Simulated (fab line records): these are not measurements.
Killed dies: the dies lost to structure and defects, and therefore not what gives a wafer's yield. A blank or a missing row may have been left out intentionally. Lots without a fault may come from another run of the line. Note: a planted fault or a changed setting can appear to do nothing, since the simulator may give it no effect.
Which of the tools did it? + flow gf180mcu + Sampling: 12 lots, 36 wafers, 5 of 602 route steps

## WHAT EACH GAUGE READ, for each wafer
GF_STI_THK_MEAS_24.
| lot  | measured    | on            | STI_CVD_23_THK (nm) |
|------|-------------|---------------|---------------------|
| L683 | day 2 03:19 | film-metro-02 | 638 643 647         |
| L684 | day 2 12:01 | film-metro-04 | 644 632 639         |
| L685 | day 2 13:49 | film-metro-02 | 654 650 653         |
| L686 | day 2 19:08 | film-metro-03 | 645 644 647         |
| L687 | day 3 03:19 | film-metro-03 | 653 651 660         |
| L690 | day 3 16:43 | film-metro-04 | 648 650 649         |
| L693 | day 4 08:40 | film-metro-03 | 662 651 650         |
| L694 | day 4 12:29 | film-metro-02 | 651 639 644         |
| L695 | day 4 17:50 | film-metro-02 | 647 645 644         |
| L697 | day 5 06:20 | film-metro-03 | 639 644 651         |
| L699 | day 5 15:17 | film-metro-02 | 631 643 647         |
| L706 | day 7 04:50 | film-metro-03 | 649 648 642         |

GF_NWELL_OVL_MEAS_07.
| lot  | measured    | on         | NWELL_OVL (nm)    |
|------|-------------|------------|-------------------|
| L683 | day 3 06:52 | overlay-02 | 0.0 1.6 0.6       |
| L684 | day 3 15:09 | overlay-02 | 1.0 -0.9 0.1      |
| L685 | day 3 17:03 | overlay-02 | -0.4 -0.6 0.1     |
| L686 | day 3 23:19 | overlay-02 | -1.4 -3.2 -0.3    |
| L687 | day 4 07:09 | overlay-02 | -1.5 -2.7 -1.1    |
| L690 | day 4 22:30 | overlay-02 | -0.5 0.9 -1.0     |
| L693 | day 5 14:48 | overlay-01 | -75.4 -75.3 -74.5 |
| L694 | day 5 19:01 | overlay-02 | -78.5 -75.5 -76.2 |
| L695 | day 5 23:50 | overlay-01 | 1.2 -1.5 -2.7     |
| L697 | day 6 13:42 | overlay-02 | -0.2 -0.1 -0.2    |
| L699 | day 7 01:08 | overlay-01 | -3.1 -1.9 -1.5    |
| L706 | day 8 17:27 | overlay-01 | -1.6 -2.3 -0.9    |

GF_VT_IMPLANT_TW_MEAS_43.
| lot  | measured     | on            | VT_IMPLANT_4_TW |
|------|--------------|---------------|-----------------|
| L683 | day 7 09:28  | film-metro-01 | 687 687 684     |
| L684 | day 7 20:20  | film-metro-04 | 698 697 702     |
| L685 | day 7 22:56  | film-metro-02 | 687 687 688     |
| L686 | day 8 06:32  | film-metro-04 | 698 700 696     |
| L687 | day 8 16:06  | film-metro-04 | 700 697 699     |
| L690 | day 9 12:52  | film-metro-01 | 688 686 690     |
| L693 | day 10 08:47 | film-metro-01 | 684 684 683     |
| L694 | day 10 15:13 | film-metro-02 | 687 688 688     |
| L695 | day 10 19:20 | film-metro-02 | 685 680 685     |
| L697 | day 11 12:56 | film-metro-02 | 685 680 681     |
| L699 | day 12 03:56 | film-metro-02 | 680 683 685     |
| L706 | day 14 02:46 | film-metro-04 | 703 700 703     |

GF_DUAL_GATE_OVL_MEAS_11.
| lot  | measured     | on         | DUAL_GATE_OVL (nm) |
|------|--------------|------------|--------------------|
| L683 | day 8 03:57  | overlay-02 | 0.3 0.6 0.0        |
| L684 | day 8 15:14  | overlay-02 | 1.1 2.2 0.6        |
| L685 | day 8 17:06  | overlay-02 | 0.3 0.4 3.4        |
| L686 | day 9 02:01  | overlay-02 | -0.2 0.5 0.1       |
| L687 | day 9 11:53  | overlay-02 | 0.0 0.8 0.0        |
| L690 | day 10 10:31 | overlay-02 | 1.1 -2.3 -1.5      |
| L693 | day 11 05:49 | overlay-01 | 1.5 0.0 -0.2       |
| L694 | day 11 12:58 | overlay-02 | -1.2 -0.3 -0.4     |
| L695 | day 11 16:37 | overlay-02 | -1.0 -1.1 -0.3     |
| L697 | day 12 10:28 | overlay-01 | -2.7 -0.8 -3.1     |
| L699 | day 13 01:06 | overlay-02 | 0.9 1.1 -0.9       |
| L706 | day 15 03:20 | overlay-01 | 0.1 -3.0 -0.3      |

## EACH LOT AND THE TOOL THAT RAN IT (in order: tool; ch and the chambers of the sampled wafers; start)
| lot  | GF_NWELL_EXPOSE_04                 |
|------|------------------------------------|
| L683 | iline-stepper-01 ch 0, day 3 00:40 |
| L684 | iline-stepper-02 ch 0, day 3 08:54 |
| L685 | iline-stepper-01 ch 0, day 3 10:49 |
| L686 | iline-stepper-01 ch 0, day 3 16:42 |
| L687 | iline-stepper-02 ch 0, day 4 00:55 |
| L690 | iline-stepper-01 ch 0, day 4 15:49 |
| L693 | iline-stepper-02 ch 0, day 5 08:22 |
| L694 | iline-stepper-02 ch 0, day 5 11:51 |
| L695 | iline-stepper-01 ch 0, day 5 17:32 |
| L697 | iline-stepper-01 ch 0, day 6 06:15 |
| L699 | iline-stepper-01 ch 0, day 6 17:34 |
| L706 | iline-stepper-01 ch 0, day 8 09:31 |
- GF_NWELL_EXPOSE_04: exposes mask Nwell, target cd 860 nm.

## AS READ BY THE TOOLS THEMSELVES (means over the sampled wafers that have a number; for cases with no such wafer, the mark the record gives instead)
The record holds no such reading with a usual standard deviation.

## THE ANSWER, worked out from the rows above alone
Rule: usual is defined by the lots themselves. The widest of any qualifying gaps counts: lots, ordered by their means at a reading, are off when they make up no more than a third of the lots, leave a main group of 4 or more, and stand apart from it by 3 or more times the standard deviation of that group's means. If all means in a main group match to the digits the tables above print for the reading, that group is not used. A lot without any number at a reading at which 4 lots or more have one is off too. Any other lot the step has rows for is counted as sound. Order of review: gauges by route order, followed by the tools' own readings, for which a lot's mean as printed above is used. The first step at which some lot is off is used, and at that step the reading that is off furthest; a lot without a number counts as furthest.
Off: at GF_NWELL_OVL_MEAS_07 (NWELL_OVL), L693, L694. The main group: mean -0.8 nm, standard deviation 0.91.
If a tool, at a process step before that reading, ran all the lots that are off and no sound lot after the first of them, it fits. Those tools and the gauges at GF_NWELL_OVL_MEAS_07 are tried in the same way. One fits: iline-stepper-02 at GF_NWELL_EXPOSE_04. Its last sound lot is L687 (day 4 00:55), its first lot that is off L693 (day 5 08:22): a fault that began between those two fits.

## WHAT THE SIMULATOR PUT IN
Scanner matching overlay: iline-stepper-02, from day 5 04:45 on, at GF_NWELL_EXPOSE_04. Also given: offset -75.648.
Lots struck among those shown: L693, L694. Same finding as the rule above.
